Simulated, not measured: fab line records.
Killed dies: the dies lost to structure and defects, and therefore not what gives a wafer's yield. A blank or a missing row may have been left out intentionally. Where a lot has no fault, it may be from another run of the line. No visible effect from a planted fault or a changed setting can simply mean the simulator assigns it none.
Struck lot and sound lot, side by side / flow sky130 / 43 steps out of a route of 708
Sound: the wafers L991.1, L991.5, L991.6. Wafers L999.1, L999.4, L999.6 were the ones struck. At the end, the cause is stated.
Order at every step that has rows: each side's tool, ch and its chambers, its first start. Under that, the readings that differ: sound wafers / struck wafers / difference of the means / sigmas: that difference in standard deviations of wafers without a fault.
alike: readings whose means differ by less than 2 such deviations, and words and numbers that are the same on both sides. not compared: withheld readings, readings that some wafer has no value for, bounds like >300 that may hide the same value, and numbers for which the record gives no deviation and whose values overlap.
A row with sigmas, a row that says differs or no value, or rows on one side alone: a step with any of these is where the two part. Non-overlapping numbers with no deviation appear without sigmas and do not part them. Lack of a reading on every wafer of one side parts them only where that side has two or more wafers.

SKY_POLY_CUT_ETCH_10: etches BARC in N2/H2, stops on SiO2, time 45.9 s, target depth 60 nm.
  sound on rie_diel-02 ch 0,1,2, day 26 02:08; struck on rie_diel-03 ch 0,1,2, day 28 21:20
reading=rf_fwd_power_W (W); sound=497.2 498.3 495.8; struck=494.2 491.9 492.8; difference=-4.1; sigmas=-2
  alike: drypump_motor_current_A, oes_product_au, throttle_valve_pct
  not compared: rf_hours_counter_h
then, 1 step without rows for these wafers: SKY_POLY_CUT_ETCH_11 (etches Si3N4 in CF4/CH2F2/Ar, stops on poly-Si, time 42.5 s, target depth 60 nm).
SKY_POLY_CUT_STRIP_12: strips in O2/N2.
  sound on plasma_asher-04 ch 0,1, day 26 02:13; struck on plasma_asher-03 ch 0,1, day 28 21:25
  alike: drypump_motor_current_A, oes_product_au, strip_time_to_endpoint_s
  not compared: rf_hours_counter_h
then, 7 steps without rows for these wafers: SKY_SD_P_DEHYDRATE_00 (time 60 s); SKY_SD_P_HMDS_01 (prime time 60 s); SKY_SD_P_COAT_02 (resist thk 1140 nm); SKY_SD_P_SOFTBAKE_03 (time 60 s); SKY_SD_P_EXPOSE_04 (exposes mask PSDM, target cd 380 nm); SKY_SD_P_PEB_05; SKY_SD_P_DEVELOP_06 (develop time 60 s).
SKY_SD_P_CD_MEAS_07: target cd 380 nm.
  sound on cd_sem-02 at day 27 06:25; struck on cd_sem-01 at day 30 01:14
  alike: cd_nm
SKY_SD_P_OVL_MEAS_08:
  sound on overlay-02 at day 27 06:32; struck on overlay-02 at day 30 01:21
  alike: SD_P_OVL
SKY_SD_P_IMPLANT_09:
  sound on implanter-02 ch 0, day 27 06:35; struck on implanter-01 ch 0, day 30 01:23
reading=beam_energy_keV; sound=19.992 19.997 19.991; struck=21.207 21.214 21.209; difference=+1.217; sigmas=+99 or more
reading=model.implant.rp_nm (nm); sound=17.4 17.4 17.4; struck=18.28 18.28 18.28; difference=+0.88; sigmas=
reading=model.implant.drp_nm (nm); sound=9.746 9.746 9.746; struck=10.16 10.16 10.16; difference=+0.41; sigmas=
SKY_SD_P_STRIP_10: strips in O2/N2.
  sound on plasma_asher-01 ch 0,1, day 27 06:44; struck on plasma_asher-04 ch 0,1, day 30 01:32
reading=strip_time_to_endpoint_s (s); sound=17.49 17.48 17.51; struck=17.59 17.66 17.63; difference=+0.13; sigmas=+3
  alike: drypump_motor_current_A, oes_product_au
  not compared: rf_hours_counter_h
SKY_SD_P_TW_MEAS_11:
  sound on film_metro-02 at day 27 06:50; struck on film_metro-02 at day 30 01:38
reading=SD_P_TW; sound=2816 2810 2803; struck=2864 2870 2863; difference=+56; sigmas=+3
then, 8 steps without rows for these wafers: SKY_RES_XHIGH_DEHYDRATE_00 (time 60 s); SKY_RES_XHIGH_HMDS_01 (prime time 60 s); SKY_RES_XHIGH_COAT_02 (resist thk 1140 nm); SKY_RES_XHIGH_SOFTBAKE_03 (time 60 s); SKY_RES_XHIGH_EXPOSE_04 (exposes mask URPM, target cd 1270 nm); SKY_RES_XHIGH_PEB_05; SKY_RES_XHIGH_DEVELOP_06 (develop time 60 s); SKY_RES_XHIGH_IMPLANT_07.
SKY_RES_XHIGH_STRIP_08: strips in O2/N2.
  sound on plasma_asher-01 ch 0,1, day 28 13:14; struck on plasma_asher-02 ch 0,1, day 31 05:19
reading=drypump_motor_current_A (A); sound=4.9 5.6 4.9; struck=5.5 6.5 6.5; difference=+1.0; sigmas=+2
  alike: oes_product_au, strip_time_to_endpoint_s
  not compared: rf_hours_counter_h
SKY_RES_XHIGH_TW_MEAS_09:
  sound on film_metro-03 at day 28 13:20; struck on film_metro-03 at day 31 05:25
  alike: RES_XHIGH_TW
then, 7 steps without rows for these wafers: SKY_SD_N_DEHYDRATE_00 (time 60 s); SKY_SD_N_HMDS_01 (prime time 60 s); SKY_SD_N_COAT_02 (resist thk 1140 nm); SKY_SD_N_SOFTBAKE_03 (time 60 s); SKY_SD_N_EXPOSE_04 (exposes mask NSDM, target cd 380 nm); SKY_SD_N_PEB_05; SKY_SD_N_DEVELOP_06 (develop time 60 s).
SKY_SD_N_CD_MEAS_07: target cd 380 nm.
  sound on cd_sem-02 at day 29 17:02; struck on cd_sem-02 at day 32 09:01
  alike: cd_nm
SKY_SD_N_OVL_MEAS_08:
  sound on overlay-02 at day 29 17:09; struck on overlay-02 at day 32 09:08
  alike: SD_N_OVL
then, 2 steps without rows for these wafers: SKY_SD_N_IMPLANT_09; SKY_SD_N_IMPLANT_10.
SKY_SD_N_STRIP_11: strips in O2/N2.
  sound on plasma_asher-02 ch 0,1, day 29 17:29; struck on plasma_asher-02 ch 1, day 32 09:28
  alike: drypump_motor_current_A, oes_product_au, strip_time_to_endpoint_s
  not compared: rf_hours_counter_h
SKY_SD_N_TW_MEAS_12:
  sound on film_metro-02 at day 29 17:35; struck on film_metro-03 at day 32 09:34
  alike: SD_N_TW
then, 1 step without rows for these wafers: SKY_SD_N_CLEAN_13 (cleans in SC1/SC2, time 150 s).
SKY_SD_N_RTA_14: time 2 s.
  sound on rtp_anneal-02 ch 0, day 29 17:42; struck on rtp_anneal-02 ch 0, day 32 09:41
  alike: lamp_power_pct, wafer_temp_C_max
SKY_SD_N_RS_MEAS_16: uses a four-point probe to measure.
  sound on film_metro-04 at day 29 17:52; struck on film_metro-02 at day 32 09:51
  alike: SD_N_RS
SKY_SD_N_RS_MEAS_17: uses a four-point probe to measure.
  sound on film_metro-04 at day 29 17:59; struck on film_metro-02 at day 32 09:58
reading=SD_P_RS (ohm/sq); sound=147.0 146.7 146.8; struck=143.1 143.1 143.3; difference=-3.7; sigmas=-10
-- a jump in the record: the struck wafers' starts before and after are 17 days apart (it breaks off in module SD_N and resumes in module PAD_OPEN, where the first step shown is number 708 of the route) --
SKY_PAD_OPEN_PROBE_99:
  sound on prober-01 at day 47 04:23; struck on prober-01 at day 49 05:26
reading=model.etest.res_pdiff_hv.rs_ohm_sq; sound=193 195.5 193.5; struck=187 185.3 185.5; difference=-8; sigmas=
reading=model.etest.res_pdiff.rs_ohm_sq; sound=198.5 199 198.1; struck=192.3 192.3 192; difference=-6.3; sigmas=
  alike: killed_at_M0_to_M3, killed_at_M4_up, killed_at_contacts, killed_at_front_end, killed_at_other, killed_dies, killed_on_rim, killed_open, killed_short

WHERE THEY PART
At SKY_POLY_CUT_ETCH_10 first; at SKY_SD_N_RS_MEAS_17 last (within this record only). Later steps at which nothing parts them and some readings are alike: SKY_PAD_OPEN_PROBE_99.

WHY: the cause the simulator had injected
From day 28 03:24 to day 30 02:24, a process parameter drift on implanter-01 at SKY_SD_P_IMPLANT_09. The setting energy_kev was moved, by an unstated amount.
